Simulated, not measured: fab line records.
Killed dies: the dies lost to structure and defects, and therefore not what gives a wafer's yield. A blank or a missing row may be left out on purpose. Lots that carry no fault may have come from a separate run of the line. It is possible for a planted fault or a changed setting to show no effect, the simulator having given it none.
fab line records	flow sky130
record: lots: 11	wafers: 33	lastDay: 50
route steps=708 shown METAL2@487 METAL3@564 PAD_OPEN@708
lots that met no fault: from a run of the same line without faults
startH: hours from the record's first day to the start of the lot's first wafer shown	waitH: time in hours since the lot's previous step	" as in the row above	L1.1+2: a single row standing in for several wafers	- either no value or no given start	* or withheld: withheld	< > ~ a bound
route shown NAME@n: a module of which the file shows steps, and the number in the route of the first	usual: mean/standard deviation taken from wafers without a fault	same: alike in all rows	chamber/n: place in a boat	sites: readings site by site	_std_site: standard deviation of those values	_edge_site: the outer-site mean with the inner-site mean subtracted	radiusMm: how far each site lies from the wafer's centre	mask NAME#n: copy n	behind: the tool/chamber that last shaped the wafer	hold: the reason the lot was held/the length of the hold in hours/how it ended	device: which transistor (n, p or np) failed to switch	end of line: the same wafers' tests at the end of the route	where a step has no rows: the recipe by itself	killed: dies that structure and defects cost at the first sort, which is not the same as the wafer's yield	map: a wafer's dies, marking killed ones x, the rest . and places with no die _
set.NAME: setting as actually run; set.NAME@STEP: the setting as run at that earlier step	model.NAME: the simulator's own value behind a step, which no gauge read
one table for each step of the route and one row for each wafer, over a sample of lots
services: the hour from which a tool's chamber was out of use, counted from the record's first day as startH (under 0 if before that day), plus the number of hours and why
== steps ==
step: SKY_METAL2_SPUTTER_04
recipe: material: TiN	targetThkNm: 70	powerW: 6500	timeS: 56.63	chamberPressurePa: 0.4
usual: throttleValvePct: 30.0/1.2
lot.wafer	tool	chamber	startH	waitH	throttleValvePct
L600.2	pvdSputter-02	-	795.89	0.0	29.7
L600.3	"	-	"	"	31.2
L600.6	"	-	"	"	27.9
L604.2	pvdSputter-02	-	836.03	0.0	30.5
L604.4	"	-	"	"	28.2
L604.6	"	-	"	"	28.0
L605.3	pvdSputter-02	-	845.83	0.0	31.1
L605.4	"	-	"	"	29.7
L605.5	"	-	"	"	30.4
L606.1	pvdSputter-02	-	852.34	0.0	27.7
L606.2	"	-	"	"	31.3
L606.3	"	-	"	"	29.6
L614.1	pvdSputter-01	-	905.78	0.0	30.6
L614.2	"	-	"	"	30.2
L614.4	"	-	"	"	30.9
L615.2	pvdSputter-03	-	908.69	0.0	27.1
L615.3	"	-	"	"	31.2
L615.5	"	-	"	"	29.8
L616.3	pvdSputter-03	-	923.54	0.0	30.2
L616.4	"	-	"	"	27.1
L616.6	"	-	"	"	30.1
L618.2	pvdSputter-02	-	936.34	0.0	31.4
L618.3	"	-	"	"	30.2
L618.4	"	-	"	"	29.5
L619.1	pvdSputter-02	-	943.81	0.0	27.8
L619.3	"	-	"	"	31.4
L619.5	"	-	"	"	30.2
L621.2	pvdSputter-02	-	953.84	0.0	31.3
L621.3	"	-	"	"	29.5
L621.4	"	-	"	"	30.3
L622.1	pvdSputter-01	-	959.49	0.0	30.2
L622.3	"	-	"	"	30.7
L622.4	"	-	"	"	30.7
step: SKY_METAL2_METAL_ETCH_19
recipe: targetDepthA: 3600	stopOn: SiO2	overEtchFrac: 0.3	timeS: 78	chemistry: Cl2/BCl3	resistSidewallDeg: 88	pressureMtorr: 10	icpW: 900	biasW: 48.5	Cl2_flow_sccm: 60	bcl3FlowSccm: 30
usual: biasW: 48.53/0.13	drypumpMotorCurrentA: 5.61/0.3	mfcCl2Sccm: 59.97/0.2	oesProductAu: 0.853/0.0056	throttleValvePct: 22.264/0.0095
lot.wafer	tool	chamber	startH	waitH	biasW	drypumpMotorCurrentA	mfcCl2Sccm	oesProductAu	rfHoursCounterH	throttleValvePct
L600.2	rieMetal-02	1	822.93	0.0	48.50	5.74	59.82	0.845	3	22.277
L600.3	"	0	"	"	48.67	5.09	59.72	0.843	-	22.266
L600.6	"	0	"	"	48.44	5.08	59.91	0.858	-	22.274
L604.2	rieMetal-01	0	862.08	0.0	48.57	6.27	60.09	0.856	16	22.277
L604.4	"	1	"	"	48.64	5.68	59.96	0.848	-	22.264
L604.6	"	1	"	"	48.56	5.69	59.87	0.857	-	22.250
L605.3	rieMetal-01	1	873.03	0.1	48.65	5.72	60.31	0.855	-	22.285
L605.4	"	1	"	"	48.72	5.71	60.11	0.851	-	22.263
L605.5	"	1	"	"	48.37	5.69	59.96	0.864	-	22.275
L606.1	rieMetal-04	0	878.27	0.0	48.60	5.74	59.81	0.864	18	22.258
L606.2	"	1	"	"	48.64	5.48	59.69	0.859	7	22.266
L606.3	"	0	"	"	48.60	5.73	60.08	0.854	-	22.280
L614.1	rieMetal-01	0	930.60	0.1	56.15	6.32	60.22	0.846	3	22.242
L614.2	"	1	"	"	48.58	5.70	60.17	0.854	11	22.270
L614.4	"	0	"	"	56.47	6.29	60.30	0.849	-	22.261
L615.2	rieMetal-01	0	933.22	0.0	56.27	6.26	59.96	0.853	3	22.258
L615.3	"	0	"	"	56.21	6.26	59.84	0.852	-	22.269
L615.5	"	1	"	"	48.39	5.70	59.65	0.863	-	22.264
L616.3	rieMetal-04	1	948.43	0.1	48.56	5.50	60.01	0.858	-	22.263
L616.4	"	1	"	"	48.54	5.50	59.67	0.851	-	22.257
L616.6	"	1	"	"	48.40	5.47	59.87	0.847	-	22.264
L618.2	rieMetal-02	1	961.42	0.0	48.23	5.76	59.82	0.850	9	22.270
L618.3	"	0	"	"	48.57	5.09	60.08	0.854	-	22.249
L618.4	"	1	"	"	48.61	5.75	59.76	0.850	-	22.279
L619.1	rieMetal-04	0	968.97	0.0	48.63	5.72	60.07	0.857	0	22.250
L619.3	"	1	"	"	48.48	5.48	60.25	0.856	-	22.255
L619.5	"	1	"	"	48.50	5.50	60.14	0.863	-	22.262
L621.2	rieMetal-04	1	978.37	0.0	48.41	5.50	59.98	0.848	13	22.259
L621.3	"	0	"	"	48.24	5.71	59.89	0.853	-	22.270
L621.4	"	1	"	"	48.67	5.47	60.13	0.855	-	22.265
L622.1	rieMetal-04	1	983.73	0.0	48.46	5.49	59.74	0.847	13	22.257
L622.3	"	1	"	"	48.57	5.49	59.53	0.849	-	22.267
L622.4	"	0	"	"	48.60	5.72	59.69	0.860	-	22.272
step: SKY_METAL2_STRIP_20
recipe: chemistry: O2/N2	powerW: 1400	pressureMtorr: 1500	platenTempC: withheld	o2FlowSccm: 3000	n2FlowSccm: 300	overashFraction: 0.5
usual: drypumpMotorCurrentA: 5.8/0.35	oesProductAu: 0.344/0.0047	stripTimeToEndpointS: 2.72/0.048
lot.wafer	tool	chamber	startH	waitH	drypumpMotorCurrentA	oesProductAu	rfHoursCounterH	stripTimeToEndpointS
L600.2	plasmaAsher-03	0	823.02	0.1	6.3	0.348	8	2.74
L600.3	"	1	"	"	5.4	0.345	-	2.73
L600.6	"	1	"	"	5.4	0.347	-	2.78
L604.2	plasmaAsher-04	0	862.17	0.1	5.5	0.340	45	2.75
L604.4	"	1	"	"	5.8	0.339	-	2.63
L604.6	"	0	"	"	5.4	0.342	-	2.66
L605.3	plasmaAsher-02	1	873.19	0.1	5.8	0.342	-	2.65
L605.4	"	0	"	"	6.4	0.346	-	2.61
L605.5	"	0	"	"	6.4	0.340	-	2.66
L606.1	plasmaAsher-04	1	878.36	0.1	5.7	0.342	47	2.77
L606.2	"	0	"	"	5.5	0.354	47	2.74
L606.3	"	1	"	"	5.8	0.344	-	2.79
L614.1	plasmaAsher-04	1	930.72	0.1	5.8	0.339	52	2.52
L614.2	"	0	"	"	5.4	0.337	52	2.67
L614.4	"	0	"	"	5.4	0.333	-	2.50
L615.2	plasmaAsher-04	1	933.31	0.1	5.7	0.340	52	2.54
L615.3	"	0	"	"	5.4	0.333	-	2.57
L615.5	"	0	"	"	5.5	0.338	-	2.68
L616.3	plasmaAsher-03	0	948.59	0.1	6.3	0.348	-	2.70
L616.4	"	1	"	"	5.4	0.333	-	2.76
L616.6	"	1	"	"	5.4	0.349	-	2.73
L618.2	plasmaAsher-04	1	961.51	0.1	5.8	0.345	56	2.73
L618.3	"	0	"	"	5.4	0.347	-	2.74
L618.4	"	1	"	"	5.8	0.352	-	2.73
L619.1	plasmaAsher-04	1	969.06	0.1	5.8	0.346	57	2.63
L619.3	"	1	"	"	5.8	0.351	-	2.73
L619.5	"	0	"	"	5.4	0.344	-	2.70
L621.2	plasmaAsher-04	1	978.46	0.1	5.8	0.341	58	2.72
L621.3	"	0	"	"	5.5	0.341	-	2.66
L621.4	"	1	"	"	5.8	0.349	-	2.75
L622.1	plasmaAsher-04	1	983.82	0.1	5.8	0.341	59	2.77
L622.3	"	0	"	"	5.4	0.351	-	2.77
L622.4	"	1	"	"	5.8	0.346	-	2.67
step: SKY_METAL3_OVL_MEAS_14
usual: METAL3_OVL: 2/6.4
lot.wafer	tool	chamber	startH	waitH	METAL3_OVL[nm]
L600.2	overlay-02	-	903.61	0.1	7
L600.3	"	-	"	"	1
L600.6	"	-	"	"	-2
L604.2	overlay-01	-	940.15	0.1	11
L604.4	"	-	"	"	9
L604.6	"	-	"	"	10
L605.3	overlay-01	-	950.86	0.1	-7
L605.4	"	-	"	"	-10
L605.5	"	-	"	"	-9
L606.1	overlay-01	-	956.44	0.1	-4
L606.2	"	-	"	"	-11
L606.3	"	-	"	"	-7
L614.1	overlay-01	-	1006.20	0.1	-2
L614.2	"	-	"	"	8
L614.4	"	-	"	"	8
L615.2	overlay-02	-	1007.65	0.1	0
L615.3	"	-	"	"	-3
L615.5	"	-	"	"	-2
L616.3	overlay-02	-	1021.61	0.1	5
L616.4	"	-	"	"	8
L616.6	"	-	"	"	2
L618.2	overlay-01	-	1034.38	0.1	5
L618.3	"	-	"	"	-2
L618.4	"	-	"	"	9
L619.1	overlay-01	-	1041.35	0.1	1
L619.3	"	-	"	"	7
L619.5	"	-	"	"	11
L621.2	overlay-01	-	1050.91	0.1	2
L621.3	"	-	"	"	1
L621.4	"	-	"	"	4
L622.1	overlay-01	-	1055.50	0.1	9
L622.3	"	-	"	"	4
L622.4	"	-	"	"	-1
step: SKY_METAL3_ETCH_17
recipe: target: SiO2	stopOn: TiN	chemistry: C4F8/O2/Ar	sourceW: 1500	biasW: 1200	pressureMtorr: 40	c4f8FlowSccm: withheld	O2_flow_sccm: 6	Ar_flow_sccm: 300	timeS: 3.9	targetDepthA: 150
usual: biasW: 1199/3.4	oesProductAu: 0.758/0.0071
lot.wafer	tool	chamber	startH	waitH	biasW	oesProductAu	rfHoursCounterH
L600.2	rieDiel-03	3	903.77	0.1	1195	0.744	2
L600.3	"	0	"	"	1204	0.756	14
L600.6	"	3	"	"	1199	0.760	-
L604.2	rieDiel-01	0	940.31	0.1	1198	0.751	14
L604.4	"	3	"	"	1205	0.748	-
L604.6	"	0	"	"	1195	0.763	-
L605.3	rieDiel-01	2	951.01	0.0	1196	0.760	7
L605.4	"	1	"	"	1206	0.755	16
L605.5	"	1	"	"	1199	0.767	-
L606.1	rieDiel-02	0	956.74	0.2	1200	0.749	9
L606.2	"	3	"	"	1204	0.757	11
L606.3	"	2	"	"	1202	0.757	13
L614.1	rieDiel-03	2	1006.36	0.1	1196	0.768	23
L614.2	"	1	"	"	1198	0.754	15
L614.4	"	0	"	"	1201	0.769	17
L615.2	rieDiel-03	3	1007.81	0.1	1193	0.757	5
L615.3	"	1	"	"	1197	0.750	15
L615.5	"	2	"	"	1200	0.767	-
L616.3	rieDiel-01	1	1021.76	0.0	1198	0.757	19
L616.4	"	1	"	"	1188	0.771	-
L616.6	"	3	"	"	1197	0.764	-
L618.2	rieDiel-03	0	1034.54	0.1	1199	0.745	18
L618.3	"	1	"	"	1196	0.766	16
L618.4	"	3	"	"	1201	0.761	6
L619.1	rieDiel-02	1	1041.51	0.1	1200	0.743	12
L619.3	"	2	"	"	1204	0.755	15
L619.5	"	1	"	"	1200	0.758	-
L621.2	rieDiel-01	2	1051.07	0.1	1201	0.757	11
L621.3	"	0	"	"	1199	0.752	17
L621.4	"	1	"	"	1202	0.768	20
L622.1	rieDiel-02	1	1055.66	0.1	1199	0.744	12
L622.3	"	3	"	"	1200	0.747	14
L622.4	"	2	"	"	1199	0.760	16
step: SKY_PAD_OPEN_PROBE_99
usual: defectLimitedYield: 82.4/1.8	killed_at_M0_to_M3: 44/7	killed_at_M4_up: 3.0/1.8	killedAtContacts: 24/4.9	killedAtFrontEnd: 15/5	killedAtOther: 0.2/0.53	killedDies: 87/8.7	killedOpen: 48/6.8	killedShort: 39/5.7	sort_bin_3_pad_short: 0.9/0.42	sort_bin_5_function: 10.4/1.5	sort_bin_6_memory: 6.3/1.1	sortNPass: 405/8.7	sortYieldPct: 82.4/1.8
same: grossDies: 492	killedAtBackSide: 0	sort_bin_4_leakage[%]: 0	sort_bin_8_speed[%]: 0
lot.wafer	tool	chamber	startH	waitH	defectLimitedYield[%]	killed_at_M0_to_M3	killed_at_M4_up	killedAtContacts	killedAtFrontEnd	killedAtOther	killedDies	killedOpen	killedShort	sort_bin_3_pad_short[%]	sort_bin_5_function[%]	sort_bin_6_memory[%]	sortNPass	sortYieldPct[%]
L614.1	prober-02	-	1160.58	0.1	81.5	50	3	30	8	0	91	52	39	0.6	11.8	6.1	401	81.5
L614.2	prober-02	-	1160.63	0.1	81.7	51	3	16	20	0	90	60	30	0.6	11.6	6.1	402	81.7
L614.4	prober-02	-	1160.73	0.2	84.8	43	6	23	3	0	75	38	37	0.8	8.3	6.1	417	84.8
L619.1	prober-01	-	1186.01	0.1	83.7	44	4	23	9	0	80	49	31	0.8	10.4	5.1	412	83.7
L619.3	prober-01	-	1186.11	0.2	82.3	41	0	33	13	0	87	45	42	0.8	11.8	5.1	405	82.3
L619.5	prober-01	-	1186.21	0.2	81.9	59	0	17	12	1	89	54	35	1.2	11.6	5.3	403	81.9
killed by level:class
L614.1 CONTACT:geometricParticle:open=19 VIA1:geometricParticle:open=12 METAL1:geometricParticle:short=8 VIA1:geometricParticle:short=7 METAL2:geometricParticle:short=6 VIA3:geometricParticle:open=6 LI_CONTACT:geometricParticle:open=5 FIELD_ISO:geometricParticle:open=4
L614.2 VIA3:geometricParticle:open=14 VIA1:geometricParticle:open=13 FIELD_ISO:geometricParticle:open=8 VIA1:geometricParticle:short=7 CONTACT:geometricParticle:open=6 METAL2:geometricParticle:short=5 POLY_GATE:geometricParticle:short=4 POLY_GATE:geometricParticle:open=4
L614.4 VIA1:geometricParticle:open=11 CONTACT:geometricParticle:open=7 VIA1:geometricParticle:short=7 METAL1:geometricParticle:short=6 LI_CONTACT:geometricParticle:open=5 LOCAL_INTERCONNECT:geometricParticle:short=5 METAL2:geometricParticle:short=5 CONTACT:geometricParticle:short=4
L619.1 VIA3:geometricParticle:open=9 LI_CONTACT:geometricParticle:open=8 CONTACT:geometricParticle:open=8 VIA1:geometricParticle:open=7 VIA1:geometricParticle:short=6 METAL2:geometricParticle:short=5 VIA2:geometricParticle:open=5 FIELD_ISO:geometricParticle:open=3
L619.3 CONTACT:geometricParticle:open=13 VIA1:geometricParticle:open=10 LI_CONTACT:geometricParticle:open=8 LOCAL_INTERCONNECT:geometricParticle:short=5 METAL1:geometricParticle:short=5 METAL2:geometricParticle:short=5 VIA3:geometricParticle:open=5 POLY_GATE:geometricParticle:short=4
L619.5 VIA1:geometricParticle:open=15 VIA3:geometricParticle:open=12 CONTACT:geometricParticle:open=9 METAL1:geometricParticle:short=8 VIA2:geometricParticle:open=5 FIELD_ISO:geometricParticle:short=4 METAL2:geometricParticle:open=4 POLY_GATE:geometricParticle:open=3
== services ==
tool	chamber	startH	hours	kind
rieMetal-01	-	773.01	2.9	repair
rieDiel-02	-	782.14	14.6	pm
rieDiel-01	3	805.35	5.3	repair
rieDiel-02	2	809.07	3.5	repair
rieDiel-01	2	839.68	6.2	repair
rieDiel-01	3	845.38	7.9	repair
rieMetal-04	-	854.55	0.7	repair
rieDiel-02	-	878.43	0.5	repair
pvdSputter-02	-	879.73	4.7	repair
pvdSputter-02	-	883.68	1.9	repair
rieMetal-04	-	885.54	1.5	repair
pvdSputter-02	-	886.52	8.0	repair
rieMetal-04	-	909.84	0.5	repair
pvdSputter-02	-	929.84	1.9	repair
rieDiel-01	-	933.75	2.8	pm
rieDiel-01	1	938.46	2.1	repair
rieDiel-03	-	990.23	2.8	pm
rieDiel-01	-	995.30	0.1	repair
rieMetal-04	-	1011.08	28.1	pm
rieDiel-01	0	1021.12	5.7	repair
rieMetal-01	-	1032.65	1.4	pm
rieDiel-03	2	1040.86	5.2	repair
rieDiel-03	3	1051.30	8.4	repair
rieDiel-01	0	1054.46	6.7	repair
== key ==
firstSign: step: SKY_METAL2_METAL_ETCH_19	reading: biasW	direction: up	sigmas: 59	usual: 48.53	struck: 56.27
effect: step: SKY_METAL2_STRIP_20	reading: stripTimeToEndpointS	direction: down	sigmas: 3.9	usual: *	struck: *
metAt SKY_METAL2_METAL_ETCH_19
struckLots L614,L615
struckWafers L614.1,L614.4,L615.2,L615.3
notActingAt SKY_METAL2_SPUTTER_04,SKY_METAL3_OVL_MEAS_14,SKY_METAL3_ETCH_17
onsetBetween 862.08 930.60
fault: kind: processParameterDrift	tool: rieMetal-01	chamber: 0	onsetH: 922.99	steps: SKY_METAL2_METAL_ETCH_19	channel: biasW	offset: 7.858	shape: step	endH: 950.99	actsIn: theseRecipesOnly	stated: 48.5
